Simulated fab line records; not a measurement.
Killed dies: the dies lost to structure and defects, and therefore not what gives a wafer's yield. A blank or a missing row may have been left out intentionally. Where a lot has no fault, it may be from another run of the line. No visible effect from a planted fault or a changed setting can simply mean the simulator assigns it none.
A struck lot beside a sound one -- flow sky130 -- 36 out of 708 route steps
Sound: these wafers, L910.2, L910.3, L910.6. Struck: wafers L915.1, L915.2, L915.3. The cause comes at the end.
Each step with rows lists, per side, the tool, then ch with its chambers, then its first start. Under that, the readings that differ: sound wafers -- struck wafers -- difference of the means -- sigmas: that difference in standard deviations of wafers without a fault.
alike: same words and numbers on both sides, and readings whose means sit less than 2 such deviations apart. not compared: any withheld reading, any reading some wafer has no value for, any bound like >300 that may hide the same value, and any number with overlapping values for which the record gives no deviation.
A row with sigmas, a row that says differs or no value, or rows on one side alone: a step with any of these is where the two part. Numbers that have no deviation but don't overlap get no sigmas and don't part them. Lack of a reading on every wafer of one side parts them only where that side has two or more wafers.

first, 9 steps without rows for these wafers: SKY_CAPM_SPUTTER_02 (material TiN, target thk 200 nm, time 166.7 s); SKY_CAPM_DEHYDRATE_05 (time 60 s); SKY_CAPM_HMDS_06 (prime time 60 s); SKY_CAPM_COAT_07 (resist thk 1140 nm); SKY_CAPM_SOFTBAKE_08 (time 60 s); SKY_CAPM_EXPOSE_09 (exposes mask CAPM, target cd 1000 nm); SKY_CAPM_PEB_10; SKY_CAPM_DEVELOP_11 (develop time 60 s); SKY_CAPM_METAL_ETCH_13 (etches TiN in Cl2/BCl3, stops on SiO2, target depth 220 nm, time 62.9 s).
SKY_CAPM_STRIP_14: strips in O2/N2.
  sound on plasma asher-01 ch 0, day 40 22:58; struck on plasma asher-02 ch 0,1, day 42 12:30
reading,sound,struck,difference,sigmas
drypump motor current A (A),6.5 6.5 6.5,5.7 5.3 5.3,-1.1,-2
  alike: oes product au, strip time to endpoint s
  not compared: rf hours counter h
then, 25 steps without rows for these wafers: SKY_CAPM_STRIP_15 (strips in post etch residue remover, time 1200 s); SKY_CAPM_CLEAN_16 (cleans in IPA, time 180 s); SKY_CAPM_CLEAN_17 (cleans in O3/DIW); SKY_METAL3_DEHYDRATE_05 (time 60 s); SKY_METAL3_HMDS_06 (prime time 60 s); SKY_METAL3_COAT_07 (resist thk 60 nm); SKY_METAL3_COAT_08 (resist thk 1140 nm); SKY_METAL3_SOFTBAKE_09 (time 90 s); SKY_METAL3_EXPOSE_10 (exposes mask MM3, target cd 300 nm); SKY_METAL3_PEB_11; SKY_METAL3_DEVELOP_12 (develop time 60 s); SKY_METAL3_DESCUM_15 (chemistry O2, time 8 s); SKY_METAL3_ETCH_16 (etches BARC in N2/H2, stops on SiO2, time 88.2 s, target depth 60 nm); SKY_METAL3_ETCH_17 (etches SiO2 in C4F8/O2/Ar, stops on TiN, time 3.9 s, target depth 15 nm); SKY_METAL3_METAL_ETCH_18 (etches the open film in Cl2/BCl3, stops on SiO2, target depth 845 nm, time 183.1 s); SKY_METAL3_STRIP_19 (strips in O2/N2); SKY_METAL3_STRIP_20 (strips in post etch residue remover, time 1200 s); SKY_METAL3_CLEAN_21 (cleans in IPA, time 180 s); SKY_METAL3_CLEAN_22 (cleans in O3/DIW); SKY_VIA3_HDPCVD_00 (deposits SiO2, target thk 1635 nm, time 272.5 s); SKY_VIA3_CMP_02 (polishes SiO2); SKY_VIA3_DEHYDRATE_04 (time 60 s); SKY_VIA3_HMDS_05 (prime time 60 s); SKY_VIA3_COAT_06 (resist thk 60 nm); SKY_VIA3_COAT_07 (resist thk 450 nm).
-- the record jumps here: 7 days lie between the struck wafers' starts before and after (it left off in module VIA3 and takes up again in module PAD_OPEN, whose first step shown is number 708 of the route) --
SKY_PAD_OPEN_PROBE_99:
  the record has rows for the struck wafers here (prober-02, day 49 17:59) and none for the sound ones

== WHERE THEY PART ==
Last at SKY_PAD_OPEN_PROBE_99 as far as this record goes, first at SKY_CAPM_STRIP_14.

WHY: what the simulator had put in
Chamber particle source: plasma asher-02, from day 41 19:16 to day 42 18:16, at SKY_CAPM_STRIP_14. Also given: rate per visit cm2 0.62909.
